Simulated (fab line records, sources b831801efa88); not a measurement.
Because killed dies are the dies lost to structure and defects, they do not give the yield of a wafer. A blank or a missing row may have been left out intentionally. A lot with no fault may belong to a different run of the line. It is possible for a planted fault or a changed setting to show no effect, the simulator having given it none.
fab line records	flow sky130
record lots=6	wafers=18	last_day=49
route steps=708 shown LDD_HVP@285 LDD_LDN@289 SPACER@304 POLY_CUT@307 SD_P@320 PAD_OPEN@708
lots that met no fault: taken from a fault-free run of the same line
start_h: hours from the record's opening day to when the first of the lot's shown wafers began	wait_h: hours since the lot's step before	" unchanged from the row above	L1.1+2: several wafers, shown together as one row	- no value, or no start given	* or withheld: withheld	< > ~ a bound
route shown NAME@n: names a module that has steps shown in the file, with the first one's number in the route	usual: the fault-free wafers' mean and standard deviation	same: alike in all rows	chamber/n: place in a boat	sites: the reading at each site	_std_site: how widely they spread, as a standard deviation	_edge_site: the outer-site mean with the inner-site mean subtracted	radius_mm: for every site, how far away it sits from the centre of the wafer	mask NAME#n: copy n	behind: the most recent tool/chamber to have shaped the wafer	hold: why the lot went on hold/how many hours it stayed there/how the hold came to an end	device: the transistor (n, p or np) that didn't switch	end of line: at the end of the route, the tests of the same wafers	a step with no rows: only its recipe	killed: not the wafer's yield, but the dies lost to structure and defects at the first sort	map: the dies of a wafer, with x for killed, . for not killed, _ for no die there
set.NAME: setting as actually run; set.NAME@STEP: the setting as run at that earlier step	model.NAME: the simulator's own value behind a step, which no gauge read
certain route steps with their lots: each step a table, each wafer a row
services: the hour from which a tool's chamber was out of use, counted from the record's first day as start_h (under 0 if before that day), plus the number of hours and why
## steps
# step SKY_LDD_HVP_OVL_MEAS_07
# usual LDD_HVP_OVL=-0.2/1.4
lot.wafer	tool	chamber	start_h	wait_h	LDD_HVP_OVL[nm]
L639.2	overlay-02	-	522.56	0.1	-0.8
L639.4	"	-	"	"	-1.6
L639.6	"	-	"	"	-1.9
L641.1	overlay-02	-	533.81	0.1	0.0
L641.5	"	-	"	"	-0.3
L641.6	"	-	"	"	-1.4
L647.1	overlay-01	-	587.02	0.1	-1.1
L647.2	"	-	"	"	0.7
L647.5	"	-	"	"	2.3
L649.2	overlay-02	-	602.30	0.1	1.1
L649.3	"	-	"	"	1.1
L649.6	"	-	"	"	1.3
L652.1	overlay-02	-	624.55	0.1	0.7
L652.4	"	-	"	"	-0.9
L652.6	"	-	"	"	0.2
L654.2	overlay-02	-	642.37	0.1	-1.2
L654.3	"	-	"	"	1.2
L654.6	"	-	"	"	0.7
# step SKY_LDD_HVP_IMPLANT_08
# recipe species=B	energy_kev=20	dose_cm2=1.7e+13	tilt_deg=17.9
# step SKY_LDD_HVP_STRIP_09
# recipe chemistry=O2/N2	power_w=1400	pressure_mtorr=1500	platen_temp_c=withheld	o2_flow_sccm=3000	n2_flow_sccm=300	overash_fraction=0.5
# usual drypump_motor_current_A=5.7/0.69	oes_product_au=0.408/0.0041	strip_time_to_endpoint_s=4.138/0.015
lot.wafer	tool	chamber	start_h	wait_h	drypump_motor_current_A	oes_product_au	rf_hours_counter_h	strip_time_to_endpoint_s
L639.2	plasma_asher-01	0	522.74	0.1	4.8	0.401	84	4.123
L639.4	"	0	"	"	4.8	0.411	-	4.140
L639.6	"	1	"	"	5.2	0.415	-	4.145
L641.1	plasma_asher-02	1	533.99	0.1	6.5	0.403	71	4.121
L641.5	"	1	"	"	6.4	0.412	-	4.125
L641.6	"	0	"	"	5.8	0.414	-	4.139
L647.1	plasma_asher-02	0	587.20	0.1	5.8	0.411	75	4.146
L647.2	"	1	"	"	6.5	0.411	75	4.133
L647.5	"	1	"	"	6.5	0.402	-	4.149
L649.2	plasma_asher-02	0	602.48	0.1	5.8	0.407	76	4.150
L649.3	"	1	"	"	6.5	0.404	-	4.138
L649.6	"	0	"	"	5.8	0.407	-	4.124
L652.1	plasma_asher-04	1	624.73	0.1	6.7	0.409	20	4.162
L652.4	"	0	"	"	5.1	0.411	-	4.151
L652.6	"	0	"	"	5.1	0.415	-	4.161
L654.2	plasma_asher-04	0	642.55	0.1	5.2	0.409	22	4.161
L654.3	"	1	"	"	6.7	0.405	-	4.147
L654.6	"	0	"	"	5.1	0.412	-	4.166
# step SKY_LDD_HVP_TW_MEAS_10
# usual LDD_HVP_TW=458/5
lot.wafer	tool	chamber	start_h	wait_h	LDD_HVP_TW
L639.2	film_metro-04	-	522.85	0.1	463
L639.4	"	-	"	"	463
L639.6	"	-	"	"	459
L641.1	film_metro-02	-	534.09	0.1	463
L641.5	"	-	"	"	463
L641.6	"	-	"	"	462
L647.1	film_metro-02	-	587.30	0.1	461
L647.2	"	-	"	"	459
L647.5	"	-	"	"	456
L649.2	film_metro-03	-	602.59	0.1	452
L649.3	"	-	"	"	450
L649.6	"	-	"	"	452
L652.1	film_metro-03	-	624.83	0.1	452
L652.4	"	-	"	"	452
L652.6	"	-	"	"	450
L654.2	film_metro-03	-	642.66	0.1	453
L654.3	"	-	"	"	454
L654.6	"	-	"	"	450
# step SKY_LDD_LDN_DEHYDRATE_00
# recipe temp_c=200	time_s=60
# step SKY_LDD_LDN_HMDS_01
# recipe prime_time_s=60	prime_temp_c=120
# step SKY_LDD_LDN_COAT_02
# recipe resist=NOVOLAK	spin_rpm=3000	resist_thk_nm=1140
# step SKY_LDD_LDN_SOFTBAKE_03
# recipe temp_c=90	time_s=60	resist=NOVOLAK
# step SKY_LDD_LDN_EXPOSE_04
# recipe mask_id=LDNTM	na=0.6	source_shape=conventional	sigma_outer=0.6	polarization=unpolarized	target_cd_nm=700	dose_mj=140
# step SKY_LDD_LDN_PEB_05
# recipe temp_c=withheld	time_s=*	resist=NOVOLAK
# step SKY_LDD_LDN_DEVELOP_06
# recipe resist=NOVOLAK	developer=TMAH	develop_time_s=60	dev_temp_c=23
# step SKY_LDD_LDN_OVL_MEAS_07
# usual LDD_LDN_OVL=0.8/1.3
lot.wafer	tool	chamber	start_h	wait_h	LDD_LDN_OVL[nm]
L639.2	overlay-02	-	552.79	0.1	0.5
L639.4	"	-	"	"	1.3
L639.6	"	-	"	"	0.8
L641.1	overlay-02	-	563.55	0.1	1.3
L641.5	"	-	"	"	0.9
L641.6	"	-	"	"	0.7
L647.1	overlay-01	-	615.55	0.1	2.6
L647.2	"	-	"	"	1.7
L647.5	"	-	"	"	3.6
L649.2	overlay-02	-	631.69	0.1	2.4
L649.3	"	-	"	"	3.3
L649.6	"	-	"	"	0.5
L652.1	overlay-01	-	654.07	0.1	-1.3
L652.4	"	-	"	"	-1.4
L652.6	"	-	"	"	-1.8
L654.2	overlay-01	-	671.49	0.1	2.2
L654.3	"	-	"	"	3.8
L654.6	"	-	"	"	3.2
# step SKY_LDD_LDN_IMPLANT_08
# recipe species=As	energy_kev=15	dose_cm2=1.25e+13	tilt_deg=withheld	rotation_deg=23
# usual end_station_pressure_torr=5.03e-06/2.7e-07
lot.wafer	tool	chamber	start_h	wait_h	end_station_pressure_torr
L639.2	implanter-01	0	552.84	0.0	5.08e-06
L639.4	"	0	"	"	4.97e-06
L639.6	"	0	"	"	4.89e-06
L641.1	implanter-02	0	563.58	0.0	4.83e-06
L641.5	"	0	"	"	5.09e-06
L641.6	"	0	"	"	4.73e-06
L647.1	implanter-04	0	615.58	0.0	4.85e-06
L647.2	"	0	"	"	4.48e-06
L647.5	"	0	"	"	4.85e-06
L649.2	implanter-02	0	631.74	0.0	5.06e-06
L649.3	"	0	"	"	4.78e-06
L649.6	"	0	"	"	4.88e-06
L652.1	implanter-04	0	654.10	0.0	4.63e-06
L652.4	"	0	"	"	5.67e-06
L652.6	"	0	"	"	4.8e-06
L654.2	implanter-04	0	671.54	0.0	4.64e-06
L654.3	"	0	"	"	4.74e-06
L654.6	"	0	"	"	5.03e-06
# step SKY_LDD_LDN_IMPLANT_09
# recipe species=As	energy_kev=15	dose_cm2=1.25e+13	tilt_deg=withheld	rotation_deg=113
# step SKY_LDD_LDN_IMPLANT_10
# recipe species=As	energy_kev=15	dose_cm2=1.25e+13	tilt_deg=withheld	rotation_deg=203
# step SKY_LDD_LDN_IMPLANT_11
# recipe species=As	energy_kev=15	dose_cm2=1.25e+13	tilt_deg=withheld	rotation_deg=293
# step SKY_LDD_LDN_STRIP_12
# recipe chemistry=O2/N2	power_w=1400	pressure_mtorr=1500	platen_temp_c=withheld	o2_flow_sccm=3000	n2_flow_sccm=300	overash_fraction=0.5
# usual drypump_motor_current_A=5.9/0.57	oes_product_au=0.715/0.0044	strip_time_to_endpoint_s=14.20/0.037
lot.wafer	tool	chamber	start_h	wait_h	drypump_motor_current_A	oes_product_au	rf_hours_counter_h	strip_time_to_endpoint_s
L639.2	plasma_asher-03	1	553.42	0.1	5.3	0.719	41	14.21
L639.4	"	1	"	"	5.3	0.718	-	14.23
L639.6	"	1	"	"	5.3	0.712	-	14.21
L641.1	plasma_asher-03	0	564.18	0.1	6.2	0.721	42	14.10
L641.5	"	0	"	"	6.2	0.716	-	14.10
L641.6	"	1	"	"	5.3	0.709	-	14.14
L647.1	plasma_asher-02	1	616.18	0.1	6.4	0.709	78	14.25
L647.2	"	0	"	"	5.8	0.718	78	14.26
L647.5	"	1	"	"	6.5	0.717	-	14.24
L649.2	plasma_asher-02	1	632.32	0.1	6.4	0.712	79	14.20
L649.3	"	0	"	"	5.8	0.710	-	14.22
L649.6	"	1	"	"	6.5	0.722	-	14.22
L652.1	plasma_asher-03	0	654.70	0.1	6.2	0.717	51	14.22
L652.4	"	1	"	"	5.3	0.715	-	14.16
L652.6	"	1	"	"	5.3	0.717	-	14.23
L654.2	plasma_asher-03	0	672.12	0.1	6.2	0.718	53	14.16
L654.3	"	0	"	"	6.2	0.708	-	14.20
L654.6	"	1	"	"	5.2	0.718	-	14.16
# step SKY_LDD_LDN_TW_MEAS_13
# usual LDD_LDN_TW=1485/12
lot.wafer	tool	chamber	start_h	wait_h	LDD_LDN_TW
L639.2	film_metro-01	-	553.53	0.1	1469
L639.4	"	-	"	"	1477
L639.6	"	-	"	"	1467
L641.1	film_metro-01	-	564.28	0.1	1476
L641.5	"	-	"	"	1475
L641.6	"	-	"	"	1469
L647.1	film_metro-02	-	616.28	0.1	1481
L647.2	"	-	"	"	1493
L647.5	"	-	"	"	1481
L649.2	film_metro-02	-	632.43	0.1	1486
L649.3	"	-	"	"	1486
L649.6	"	-	"	"	1493
L652.1	film_metro-01	-	654.80	0.1	1459
L652.4	"	-	"	"	1466
L652.6	"	-	"	"	1472
L654.2	film_metro-02	-	672.23	0.1	1483
L654.3	"	-	"	"	1483
L654.6	"	-	"	"	1481
# step SKY_LDD_LDN_CLEAN_14
# recipe chemistry=SC1/SC2	mix=1:4:20	temp_c=70	time_s=150	dry=n2_spin
# step SKY_SPACER_CVD_00
# recipe material=Si3N4	precursor=DCS/NH3	target_thk_nm=43.1	temp_c=770	time_s=740	pressure_mtorr=250
# step SKY_SPACER_THK_MEAS_01
# recipe reads=Si3N4_of_SPACER_CVD_00
# usual SPACER_CVD_00_THK=43.4/0.42
lot.wafer	tool	chamber	start_h	wait_h	SPACER_CVD_00_THK[nm]
L639.2	film_metro-04	-	554.84	0.0	43.5
L639.4	"	-	"	"	43.3
L639.6	"	-	"	"	43.5
L641.1	film_metro-03	-	566.96	0.0	43.0
L641.5	"	-	"	"	43.2
L641.6	"	-	"	"	43.3
L647.1	film_metro-03	-	618.20	0.0	43.2
L647.2	"	-	"	"	43.2
L647.5	"	-	"	"	43.2
L649.2	film_metro-01	-	634.32	0.0	43.5
L649.3	"	-	"	"	43.7
L649.6	"	-	"	"	43.4
L652.1	film_metro-01	-	656.12	0.0	43.1
L652.4	"	-	"	"	43.5
L652.6	"	-	"	"	43.1
L654.2	film_metro-01	-	673.55	0.0	43.6
L654.3	"	-	"	"	43.5
L654.6	"	-	"	"	43.4
# step SKY_SPACER_ETCHBACK_02
# recipe chemistry=CH3F/O2	target=Si3N4	stop_on=SiO2	source_w=400	bias_w=80	pressure_mtorr=25	ch3f_flow_sccm=40	O2_flow_sccm=30	time_s=46.7	target_depth_a=450
# usual ch3f_flow_sccm=40.00/0.12	drypump_motor_current_A=5.8/0.41	oes_product_au=0.858/0.0066	throttle_valve_pct=10.562/0.0087
lot.wafer	tool	chamber	start_h	wait_h	ch3f_flow_sccm	drypump_motor_current_A	oes_product_au	rf_hours_counter_h	throttle_valve_pct
L639.2	rie_diel-01	3	554.89	0.0	39.91	6.0	0.860	50	10.561
L639.4	"	2	"	"	39.75	5.3	0.857	-	10.562
L639.6	"	1	"	"	39.91	5.9	0.860	-	10.568
L641.1	rie_diel-04	2	567.02	0.1	40.10	5.2	0.845	69	10.552
L641.5	"	3	"	"	40.02	5.5	0.853	-	10.559
L641.6	"	2	"	"	39.86	5.2	0.862	-	10.571
L647.1	rie_diel-01	3	618.26	0.1	40.12	6.0	0.864	52	10.566
L647.2	"	2	"	"	39.99	5.3	0.854	10	10.575
L647.5	"	0	"	"	40.06	6.4	0.855	-	10.575
L649.2	rie_diel-04	1	634.37	0.0	39.99	5.5	0.863	42	10.569
L649.3	"	0	"	"	40.08	6.0	0.862	2	10.561
L649.6	"	2	"	"	39.91	5.2	0.857	-	10.550
L652.1	rie_diel-04	1	656.18	0.1	39.99	5.4	0.860	43	10.565
L652.4	"	0	"	"	39.96	5.9	0.855	2	10.573
L652.6	"	2	"	"	39.97	5.2	0.860	-	10.565
L654.2	rie_diel-02	0	673.60	0.0	40.17	6.1	0.866	3	10.576
L654.3	"	1	"	"	39.85	6.6	0.857	13	10.555
L654.6	"	3	"	"	39.92	5.6	0.863	-	10.545
# step SKY_POLY_CUT_DEHYDRATE_00
# recipe temp_c=200	time_s=60
# step SKY_POLY_CUT_HMDS_01
# recipe prime_time_s=60	prime_temp_c=120
# step SKY_POLY_CUT_COAT_02
# recipe resist=BARC	temp_c=withheld	time_s=withheld	spin_rpm=3000	resist_thk_nm=60
# step SKY_POLY_CUT_COAT_03
# recipe resist=KrF-thick	spin_rpm=3000	resist_thk_nm=450
# step SKY_POLY_CUT_SOFTBAKE_04
# recipe temp_c=100	time_s=90	resist=KrF-thick
# step SKY_POLY_CUT_EXPOSE_05
# recipe mask_id=NPCM	na=0.8	source_shape=annular	sigma_inner=0.55	sigma_outer=0.85	target_cd_nm=270	dose_mj=32
# step SKY_POLY_CUT_PEB_06
# recipe peb_temp_c=withheld	peb_time_s=withheld	resist=KrF-thick
# step SKY_POLY_CUT_DEVELOP_07
# recipe develop_time_s=60	resist=KrF-thick	dev_temp_c=21
# step SKY_POLY_CUT_CD_MEAS_08
# recipe target_cd_nm=270
# usual cd_nm=270.2/1.6
lot.wafer	tool	chamber	start_h	wait_h	cd_nm
L639.2	cd_sem-02	-	584.35	-	268.3
L639.4	"	-	"	"	267.6
L639.6	"	-	"	"	267.2
L641.1	cd_sem-01	-	596.35	-	269.6
L641.5	"	-	"	"	269.3
L641.6	"	-	"	"	270.5
L647.1	cd_sem-02	-	646.65	-	269.6
L647.2	"	-	"	"	271.1
L647.5	"	-	"	"	270.5
L649.2	cd_sem-01	-	663.05	-	270.2
L649.3	"	-	"	"	271.2
L649.6	"	-	"	"	268.7
L652.1	cd_sem-01	-	684.36	-	270.1
L652.4	"	-	"	"	271.9
L652.6	"	-	"	"	269.1
L654.2	cd_sem-02	-	701.82	-	273.7
L654.3	"	-	"	"	272.9
L654.6	"	-	"	"	273.5
# step SKY_POLY_CUT_OVL_MEAS_09
# usual POLY_CUT_OVL=1/5.7
lot.wafer	tool	chamber	start_h	wait_h	POLY_CUT_OVL[nm]
L639.2	overlay-02	-	584.46	0.1	5
L639.4	"	-	"	"	2
L639.6	"	-	"	"	2
L641.1	overlay-02	-	596.47	0.1	-8
L641.5	"	-	"	"	-3
L641.6	"	-	"	"	-3
L647.1	overlay-01	-	646.77	0.1	1
L647.2	"	-	"	"	3
L647.5	"	-	"	"	3
L649.2	overlay-01	-	663.16	0.1	-5
L649.3	"	-	"	"	-3
L649.6	"	-	"	"	-8
L652.1	overlay-02	-	684.48	0.1	-2
L652.4	"	-	"	"	6
L652.6	"	-	"	"	0
L654.2	overlay-01	-	701.92	0.1	-1
L654.3	"	-	"	"	-7
L654.6	"	-	"	"	-5
# step SKY_POLY_CUT_ETCH_10
# recipe chemistry=N2/H2	target=BARC	ion_energy_ev=200	source_w=500	bias_w=100	pressure_mtorr=30	n2_flow_sccm=100	h2_flow_sccm=200	stop_on=SiO2	time_s=45.9	target_depth_a=600
# usual drypump_motor_current_A=6.0/0.4	oes_product_au=0.855/0.0046	throttle_valve_pct=13.227/0.0091
lot.wafer	tool	chamber	start_h	wait_h	drypump_motor_current_A	oes_product_au	rf_hours_counter_h	throttle_valve_pct
L639.2	rie_diel-01	0	584.49	0.0	6.4	0.859	19	13.217
L639.4	"	3	"	"	6.0	0.864	51	13.220
L639.6	"	0	"	"	6.4	0.853	-	13.229
L641.1	rie_diel-01	2	596.50	0.0	5.3	0.854	10	13.231
L641.5	"	0	"	"	6.4	0.848	-	13.221
L641.6	"	3	"	"	6.0	0.851	-	13.234
L647.1	rie_diel-02	0	646.80	0.0	6.2	0.853	3	13.230
L647.2	"	3	"	"	5.6	0.863	0	13.231
L647.5	"	0	"	"	6.1	0.854	-	13.219
L649.2	rie_diel-03	3	663.19	0.0	5.9	0.849	14	13.243
L649.3	"	0	"	"	5.2	0.857	15	13.238
L649.6	"	2	"	"	5.8	0.852	-	13.235
L652.1	rie_diel-03	3	684.51	0.0	5.9	0.859	15	13.227
L652.4	"	3	"	"	5.9	0.851	-	13.225
L652.6	"	1	"	"	6.1	0.846	-	13.212
L654.2	rie_diel-01	0	701.95	0.0	6.4	0.856	22	13.230
L654.3	"	3	"	"	6.0	0.856	53	13.224
L654.6	"	1	"	"	5.9	0.858	-	13.241
# step SKY_POLY_CUT_ETCH_11
# recipe target=Si3N4	chemistry=CF4/CH2F2/Ar	stop_on=poly-Si	source_w=600	bias_w=150	pressure_mtorr=40	cf4_flow_sccm=40	ch2f2_flow_sccm=20	Ar_flow_sccm=150	time_s=42.5	target_depth_a=600
# usual drypump_motor_current_A=6.0/0.39	oes_product_au=0.832/0.0063	throttle_valve_pct=14.994/0.0096
lot.wafer	tool	chamber	start_h	wait_h	drypump_motor_current_A	oes_product_au	rf_hours_counter_h	throttle_valve_pct
L639.2	rie_diel-01	0	584.53	0.0	6.4	0.828	20	14.992
L639.4	"	3	"	"	6.0	0.823	51	14.994
L639.6	"	0	"	"	6.4	0.824	-	14.984
L641.1	rie_diel-01	2	596.55	0.0	5.3	0.828	10	14.976
L641.5	"	0	"	"	6.4	0.833	-	14.978
L641.6	"	3	"	"	6.0	0.829	-	14.977
L647.1	rie_diel-02	0	646.85	0.0	6.1	0.830	3	14.994
L647.2	"	3	"	"	5.6	0.826	0	14.997
L647.5	"	0	"	"	6.2	0.827	-	14.992
L649.2	rie_diel-03	3	663.23	0.0	5.8	0.840	14	14.991
L649.3	"	0	"	"	5.2	0.835	15	14.995
L649.6	"	2	"	"	5.8	0.842	-	14.988
L652.1	rie_diel-03	3	684.58	0.0	5.9	0.831	15	14.998
L652.4	"	3	"	"	5.9	0.822	-	14.992
L652.6	"	1	"	"	6.1	0.827	-	14.970
L654.2	rie_diel-01	0	702.00	0.0	6.4	0.844	22	14.973
L654.3	"	3	"	"	6.0	0.841	53	14.995
L654.6	"	1	"	"	5.9	0.833	-	14.996
# step SKY_POLY_CUT_STRIP_12
# recipe chemistry=O2/N2	power_w=1400	pressure_mtorr=1500	platen_temp_c=withheld	o2_flow_sccm=3000	n2_flow_sccm=300	overash_fraction=0.5
# step SKY_SD_P_DEHYDRATE_00
# recipe temp_c=200	time_s=60
# step SKY_SD_P_HMDS_01
# recipe prime_time_s=60	prime_temp_c=120
# step SKY_SD_P_COAT_02
# recipe resist=NOVOLAK	spin_rpm=3000	resist_thk_nm=1140
# step SKY_SD_P_SOFTBAKE_03
# recipe temp_c=90	time_s=60	resist=NOVOLAK
# step SKY_SD_P_EXPOSE_04
# recipe mask_id=PSDM	na=0.6	source_shape=conventional	sigma_outer=0.6	polarization=unpolarized	target_cd_nm=380	dose_mj=138
# step SKY_SD_P_PEB_05
# recipe temp_c=withheld	time_s=*	resist=NOVOLAK
# step SKY_SD_P_DEVELOP_06
# recipe resist=NOVOLAK	developer=TMAH	develop_time_s=60	dev_temp_c=23
# step SKY_PAD_OPEN_PROBE_99
# usual killed_at_M0_to_M3=44/7.4	killed_at_M4_up=3.1/1.8	killed_at_contacts=24/5.6	killed_at_front_end=15/4.9	killed_at_other=0.4/0.59	killed_dies=87/9.8	killed_open=47/7.2	killed_short=39/6.8
# same gross_dies=492	killed_at_back_side=0
lot.wafer	tool	chamber	start_h	wait_h	killed_at_M0_to_M3	killed_at_M4_up	killed_at_contacts	killed_at_front_end	killed_at_other	killed_dies	killed_open	killed_short	model.etest.tip_sonos.rs_ohm_sq_range
L639.2	prober-01	-	1095.54	0.1	47	4	20	17	0	88	45	41	38.28
L639.4	prober-01	-	1095.64	0.2	41	3	28	18	0	90	54	35	34.23
L639.6	prober-01	-	1095.74	0.2	38	3	27	2	0	70	39	31	27.28
L641.1	prober-02	-	1103.13	0.1	35	7	30	16	0	88	52	36	59.79
L641.5	prober-02	-	1103.33	0.2	48	1	26	17	1	93	50	43	36.54
L641.6	prober-02	-	1103.38	0.2	45	8	21	13	0	87	44	43	41.05
L647.1	prober-01	-	1137.40	0.1	38	3	23	11	0	75	49	26	35.35
L647.2	prober-01	-	1137.45	0.1	33	3	18	18	1	73	30	43	21.57
L647.5	prober-01	-	1137.60	0.2	42	3	28	17	0	90	50	40	39.35
L649.2	prober-01	-	1148.49	0.1	45	3	21	10	0	79	47	32	22.03
L649.3	prober-01	-	1148.54	0.2	44	3	23	21	0	91	52	39	29.84
L649.6	prober-01	-	1148.69	0.2	44	4	25	20	2	95	50	44	25.76
L652.1	prober-02	-	1163.31	0.1	57	1	22	20	0	100	58	42	137.7
L652.4	prober-02	-	1163.46	0.2	43	1	20	27	0	91	56	35	130.2
L652.6	prober-02	-	1163.56	0.2	42	4	15	12	0	73	34	39	133.9
L654.2	prober-02	-	1173.59	0.1	49	3	27	12	0	91	55	36	124.9
L654.3	prober-02	-	1173.64	0.2	41	2	28	15	0	86	45	41	136.8
L654.6	prober-02	-	1173.79	0.2	25	6	21	16	0	68	42	26	137
# killed by level:class
L639.2 LI_CONTACT:geometric_particle:open=10 VIA1:geometric_particle:open=7 METAL1:geometric_particle:short=7 METAL2:geometric_particle:short=6 VIA3:geometric_particle:open=6 FIELD_ISO:geometric_particle:open=5 VIA2:geometric_particle:open=5 CONTACT:geometric_particle:short=4
L639.4 CONTACT:geometric_particle:open=11 VIA1:geometric_particle:open=11 VIA3:geometric_particle:open=8 LI_CONTACT:geometric_particle:open=6 POLY_GATE:geometric_particle:open=5 VIA3:geometric_particle:short=5 LI_CONTACT:geometric_particle:short=4 VIA2:geometric_particle:open=4
L639.6 CONTACT:geometric_particle:open=9 VIA2:geometric_particle:open=7 VIA1:geometric_particle:open=7 VIA3:geometric_particle:open=7 LOCAL_INTERCONNECT:geometric_particle:short=6 LI_CONTACT:geometric_particle:short=5 CONTACT:geometric_particle:short=4 METAL3:geometric_particle:short=4
L641.1 LOCAL_INTERCONNECT:geometric_particle:short=9 VIA1:geometric_particle:open=9 LI_CONTACT:geometric_particle:open=8 CONTACT:geometric_particle:open=6 VIA3:geometric_particle:open=6 POLY_GATE:geometric_particle:open=5 VIA2:geometric_particle:open=5 FIELD_ISO:geometric_particle:open=4
L641.5 VIA2:geometric_particle:open=11 VIA3:geometric_particle:open=8 VIA1:geometric_particle:open=8 CONTACT:geometric_particle:short=7 POLY_GATE:geometric_particle:short=6 CONTACT:geometric_particle:open=6 LI_CONTACT:geometric_particle:open=5 VIA3:geometric_particle:short=5
L641.6 VIA2:geometric_particle:open=10 CONTACT:geometric_particle:open=8 VIA3:geometric_particle:short=8 CONTACT:geometric_particle:short=5 VIA3:geometric_particle:open=5 METAL4:geometric_particle:short=5 METAL2:geometric_particle:short=4 LI_CONTACT:geometric_particle:open=4
L647.1 VIA1:geometric_particle:open=9 CONTACT:geometric_particle:open=8 LI_CONTACT:geometric_particle:open=7 VIA3:geometric_particle:open=7 METAL1:geometric_particle:short=6 VIA2:geometric_particle:open=5 CONTACT:geometric_particle:short=4 FIELD_ISO:geometric_particle:short=3
L647.2 FIELD_ISO:geometric_particle:short=8 LI_CONTACT:geometric_particle:open=6 VIA3:geometric_particle:short=5 METAL2:geometric_particle:short=5 CONTACT:geometric_particle:open=4 POLY_GATE:geometric_particle:open=4 POLY_GATE:geometric_particle:short=4 LOCAL_INTERCONNECT:geometric_particle:short=4
L647.5 VIA1:geometric_particle:open=11 LI_CONTACT:geometric_particle:open=7 FIELD_ISO:geometric_particle:open=6 VIA2:geometric_particle:open=6 CONTACT:geometric_particle:short=6 CONTACT:geometric_particle:open=5 METAL1:geometric_particle:short=5 VIA3:geometric_particle:open=5
L649.2 VIA1:geometric_particle:open=11 LI_CONTACT:geometric_particle:open=8 VIA3:geometric_particle:open=7 VIA2:geometric_particle:open=4 METAL2:geometric_particle:short=4 POLY_GATE:geometric_particle:open=3 LI_CONTACT:geometric_particle:short=3 LOCAL_INTERCONNECT:geometric_particle:short=3
L649.3 VIA2:geometric_particle:open=9 FIELD_ISO:geometric_particle:short=7 METAL2:geometric_particle:short=7 CONTACT:geometric_particle:open=7 VIA1:geometric_particle:open=7 VIA3:geometric_particle:open=7 FIELD_ISO:geometric_particle:open=6 LI_CONTACT:geometric_particle:open=6
L649.6 VIA3:geometric_particle:open=11 FIELD_ISO:geometric_particle:short=7 CONTACT:geometric_particle:short=7 VIA2:geometric_particle:open=7 LI_CONTACT:geometric_particle:open=6 VIA1:geometric_particle:open=6 CONTACT:geometric_particle:open=5 METAL1:geometric_particle:short=5
L652.1 VIA1:geometric_particle:open=11 VIA3:geometric_particle:open=11 CONTACT:geometric_particle:open=10 POLY_GATE:geometric_particle:open=6 METAL1:geometric_particle:short=6 LI_CONTACT:geometric_particle:open=5 CONTACT:geometric_particle:short=5 METAL2:geometric_particle:short=5
L652.4 VIA1:geometric_particle:open=13 LI_CONTACT:geometric_particle:open=9 FIELD_ISO:geometric_particle:open=8 CONTACT:geometric_particle:open=7 METAL2:geometric_particle:short=7 POLY_GATE:geometric_particle:open=6 VIA2:geometric_particle:open=6 METAL3:geometric_particle:short=4
L652.6 VIA3:geometric_particle:open=7 VIA1:geometric_particle:short=7 VIA1:geometric_particle:open=6 METAL2:geometric_particle:short=6 POLY_GATE:geometric_particle:short=5 LI_CONTACT:geometric_particle:open=5 CONTACT:geometric_particle:short=5 CONTACT:geometric_particle:open=5
L654.2 VIA3:geometric_particle:open=12 LI_CONTACT:geometric_particle:open=10 VIA1:geometric_particle:open=9 CONTACT:geometric_particle:open=8 VIA2:geometric_particle:open=6 FIELD_ISO:geometric_particle:short=5 VIA2:geometric_particle:short=5 LOCAL_INTERCONNECT:geometric_particle:short=4
L654.3 CONTACT:geometric_particle:open=12 VIA2:geometric_particle:open=10 VIA3:geometric_particle:open=7 METAL1:geometric_particle:short=6 LOCAL_INTERCONNECT:geometric_particle:short=5 CONTACT:geometric_particle:short=5 VIA1:geometric_particle:open=5 FIELD_ISO:geometric_particle:short=4
L654.6 CONTACT:geometric_particle:open=13 FIELD_ISO:geometric_particle:open=6 VIA1:geometric_particle:open=6 VIA3:geometric_particle:open=4 METAL4:geometric_particle:short=4 SPACER:geometric_particle:short=3 LOCAL_INTERCONNECT:geometric_particle:short=3 CONTACT:geometric_particle:short=3
## services
tool	chamber	start_h	hours	kind
rie_diel-04	-	512.34	1.1	repair
implanter-04	-	516.53	5.6	repair
rie_diel-03	-	520.67	15.6	pm
rie_diel-01	3	526.44	5.8	repair
rie_diel-01	0	541.82	3.8	repair
plasma_asher-04	-	546.17	2.8	pm
rie_diel-01	0	547.14	22.0	repair
implanter-04	-	552.69	2.6	pm
plasma_asher-02	-	552.70	20.2	pm
rie_diel-03	2	574.89	5.1	repair
rie_diel-02	3	580.24	3.8	repair
implanter-04	-	605.02	1.7	repair
rie_diel-01	-	619.92	14.6	pm
rie_diel-02	1	620.36	4.9	repair
implanter-04	-	628.67	1.3	repair
rie_diel-01	3	638.72	9.6	repair
rie_diel-04	0	659.10	6.7	repair
rie_diel-03	1	663.16	2.8	repair
implanter-04	-	663.49	6.6	pm
rie_diel-02	-	676.39	0.3	repair
rie_diel-03	3	677.31	1.3	repair
rie_diel-03	0	682.22	8.5	repair
rie_diel-04	2	684.14	6.8	repair
rie_diel-01	3	691.23	6.0	repair
## key
first_sign none at tools or gauges
model_effect step=SKY_PAD_OPEN_PROBE_99	value=etest.tip_sonos.rs_ohm_sq_range	without=36.59	struck=133.4
met_at SKY_LDD_LDN_IMPLANT_08
struck_wafers L652.1,L652.4,L652.6,L654.2,L654.3,L654.6
tester_left_out L652,L654
onset_between 615.58 654.10
also_fits time
fault kind=process_parameter_drift	tool=implanter-04	chamber=-	onset_h=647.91	steps=SKY_LDD_LDN_IMPLANT_08	channel=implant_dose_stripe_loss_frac	offset=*	shape=step	end_h=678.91
# tester_left_out: of these lots the tester's yield and bins aren't shown, on N5 and GAA mostly nor the transistor test; their killed dies are dies lost to structure and defects alone, not to doping, threshold or leakage, so they don't give the yield
